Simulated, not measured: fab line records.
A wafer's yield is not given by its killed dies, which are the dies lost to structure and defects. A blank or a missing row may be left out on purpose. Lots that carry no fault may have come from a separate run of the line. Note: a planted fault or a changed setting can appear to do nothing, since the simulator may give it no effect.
Problem report, 8D (eight disciplines) form, completed by code | flow sky130 | the parts of the form that need people (team, actions taken, sign-off) are left out

== 1. WHAT WENT WRONG ==
VT_ADJUST_NCORE_TW at SKY_VT_ADJUST_NCORE_TW_MEAS_11 reads a mean of 205.8 on 6 wafers of 2 lots; wafers without a fault read 217.6 with a standard deviation of 1.6. Relative to the usual mean, that is a shift of -7.3 standard deviations.
The first sign was on wafer L344.1 at day 11 19:25, on filmMetro-03. At this step, 39 wafers from 13 lots have a number in the record. The rule behind "out" and "out of limits": a value lying over 4 standard deviations away from the usual mean. All remaining wafers that have a number are taken as sound.

== 2. WHAT IT IS, WHAT IT ISN'T ==
question                    | is                     | is not
which readings at this step | VT_ADJUST_NCORE_TW     | -
which lots                  | L344, L348             | L333, L334, L335, L336, L337, L338, L339, L340, L345, L346, L356
which wafers of those lots  | all that have a number | -
read on which gauges        | filmMetro-03           | filmMetro-01, filmMetro-02
when                        | from day 11 19:25      | up to then (24 sound wafers); but 9 sound wafers of L345, L346, L356 came after

== 3. SUSPECTS, AND WHAT RULES EACH OUT ==
Counting: a tool stays on the suspect list if, at a process step up to the reading, it processed all lots that are out and no sound lot following the first of them.
- the gauge at SKY_VT_ADJUST_NCORE_TW_MEAS_11: ruled out. All the wafers that are out were read on filmMetro-03, but those of them that SKY_VT_ADJUST_NCORE_IMPLANT_09 has rows for are out there too, on other tools.
- implanter-03 at SKY_VT_ADJUST_NCORE_IMPLANT_09: kept. It ran every lot that is out, first L344 (day 11 19:10), and no sound lot after that; its last sound lot up to then is L339 (day 10 09:13). On those wafers its own readings are out: beamEnergyKeV.
Left after counting: implanter-03 at SKY_VT_ADJUST_NCORE_IMPLANT_09.

== 4. THE CAUSE (what the simulator had put in) ==
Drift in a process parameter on implanter-03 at SKY_VT_ADJUST_NCORE_IMPLANT_09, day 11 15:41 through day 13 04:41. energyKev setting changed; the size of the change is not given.
Only this tool survived the counting.

== 5. THE CHAIN OF EFFECTS, in route order ==
Rows list readings where the struck wafers' mean (over those with a number) sits beyond 3 standard deviations from the usual. Only readings whose record carries a usual standard deviation are examined. hours: median over the lots of the time between each lot's start at the first step of this table that gives one and its start at this step. sigmas: the change, counted in usual standard deviations.
hours | step                           | reading            | usual  | on struck wafers | change | sigmas
0     | SKY_VT_ADJUST_NCORE_IMPLANT_09 | beamEnergyKeV      | 10.000 | 7.977            | -2.023 | -99 or more
0     | SKY_VT_ADJUST_NCORE_TW_MEAS_11 | VT_ADJUST_NCORE_TW | 217.6  | 205.8            | -11.8  | -7.3
The process steps in it:
- SKY_VT_ADJUST_NCORE_IMPLANT_09

== 6. HOW IT WOULD HAVE BEEN CAUGHT EARLIER ==
4 hours passed between the start of the fault at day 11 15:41 and the first reading out of limits at a measuring or inspecting step in this record, taken at day 11 19:25.
Tool's own readings at SKY_VT_ADJUST_NCORE_IMPLANT_09, beamEnergyKeV: out on all struck wafers the step has rows for; an alarm limit on them would have tripped on the first.
Lots out: 2; of these, L348 started SKY_VT_ADJUST_NCORE_IMPLANT_09 on implanter-03 after day 11 19:25. Holding the tool at that time would have saved it.
